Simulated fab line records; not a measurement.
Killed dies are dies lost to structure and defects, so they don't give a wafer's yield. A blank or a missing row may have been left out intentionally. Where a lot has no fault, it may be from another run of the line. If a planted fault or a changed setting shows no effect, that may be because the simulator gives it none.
Commonality check across tools -- flow sky130 -- Lots sampled 12, wafers sampled 39

## REASON IT WAS OPENED
At SKY_DNWELL_TW_MEAS_09 the reading DNWELL_TW is flagged on 1 of 12 lots. Fault-free wafers read 1118, with a standard deviation of 6.7.
Rule: a lot is flagged when every wafer of it that has a number lies more than 4 standard deviations from that mean, or none has a number. All remaining lots are regarded as sound.

lot,measured,on,"DNWELL_TW, wafer by wafer",flag
L156,day 3 14:16,film metro-04,1132 1130 1131,
L160,day 4 08:46,film metro-04,1123 1122 1117,
L161,day 4 15:16,film metro-02,1121 1120 1119,
L162,day 4 22:26,film metro-02,1123 1114 1122,
L163,day 5 00:41,film metro-02,1106 1111 1101,
L165,day 5 10:32,film metro-01,1128 1126 1126,
L166,day 5 14:41,film metro-02,1113 1116 1116,
L167,day 5 20:16,film metro-04,1122 1119 1123,
L170,day 6 14:17,film metro-02,1115 1106 1107,
L171,day 6 18:41,film metro-02,30 30 30 30 30 30,FLAGGED
L172,day 6 23:41,film metro-04,1116 1112 1112,
L178,day 8 16:19,film metro-02,1116 1121 1112,
Flagged lots average 30: -1088 relative to the usual, that is -99 or more standard deviations.

## LOT BY LOT: THE TOOL USED
The record holds 1 process step before the reading, out of a route of 708 steps. In each cell: the tool, then ch and the chambers that the sampled wafers went through, then the start.
lot,flag,SKY_DNWELL_EXPOSE_04
L156,,"iline stepper-02 ch 0, day 3 06:21"
L160,,"iline stepper-02 ch 0, day 4 00:28"
L161,,"iline stepper-01 ch 0, day 4 07:32"
L162,,"iline stepper-01 ch 0, day 4 13:47"
L163,,"iline stepper-02 ch 0, day 4 15:57"
L165,,"iline stepper-01 ch 0, day 5 02:04"
L166,,"iline stepper-02 ch 0, day 5 06:11"
L167,,"iline stepper-01 ch 0, day 5 11:25"
L170,,"iline stepper-01 ch 0, day 6 05:19"
L171,FLAGGED,"iline stepper-02 ch 0, day 6 09:16"
L172,,"iline stepper-02 ch 0, day 6 13:48"
L178,,"iline stepper-01 ch 0, day 8 05:35"
What these steps do:
- SKY_DNWELL_EXPOSE_04: exposes mask DNM, target cd 3000 nm.
- SKY_DNWELL_TW_MEAS_09

## FLAGGED OVER TOTAL, TOOL BY TOOL (the gauges that took the reading come last)
step,tool,lots run,flagged,share of the flagged lots,sound lots run after its first flagged lot
SKY_DNWELL_EXPOSE_04,iline stepper-01,6,0,none,-
SKY_DNWELL_EXPOSE_04,iline stepper-02,6,1,all,1 (L172)
SKY_DNWELL_TW_MEAS_09,film metro-01,1,0,none,-
SKY_DNWELL_TW_MEAS_09,film metro-02,7,1,all,1 (L178)
SKY_DNWELL_TW_MEAS_09,film metro-04,4,0,none,-

## WHAT THE TABLE ALLOWS
Every flagged lot went through 2 rows of the table: iline stepper-02 at SKY_DNWELL_EXPOSE_04 and film metro-02 at SKY_DNWELL_TW_MEAS_09.
- iline stepper-02 at SKY_DNWELL_EXPOSE_04: 1 of its 6 lots flagged. Sound lots followed the first flagged one (L172) on it, something a lasting fault affecting the whole tool could not allow.
- film metro-02 at SKY_DNWELL_TW_MEAS_09: 1 of its 7 lots flagged. Sound lots followed the first flagged one (L178) on it, something a lasting fault affecting the whole tool could not allow.
None of the table's rows ran every flagged lot and, after the first, no sound lot.

## WHAT HAD BEEN PUT IN BY THE SIMULATOR
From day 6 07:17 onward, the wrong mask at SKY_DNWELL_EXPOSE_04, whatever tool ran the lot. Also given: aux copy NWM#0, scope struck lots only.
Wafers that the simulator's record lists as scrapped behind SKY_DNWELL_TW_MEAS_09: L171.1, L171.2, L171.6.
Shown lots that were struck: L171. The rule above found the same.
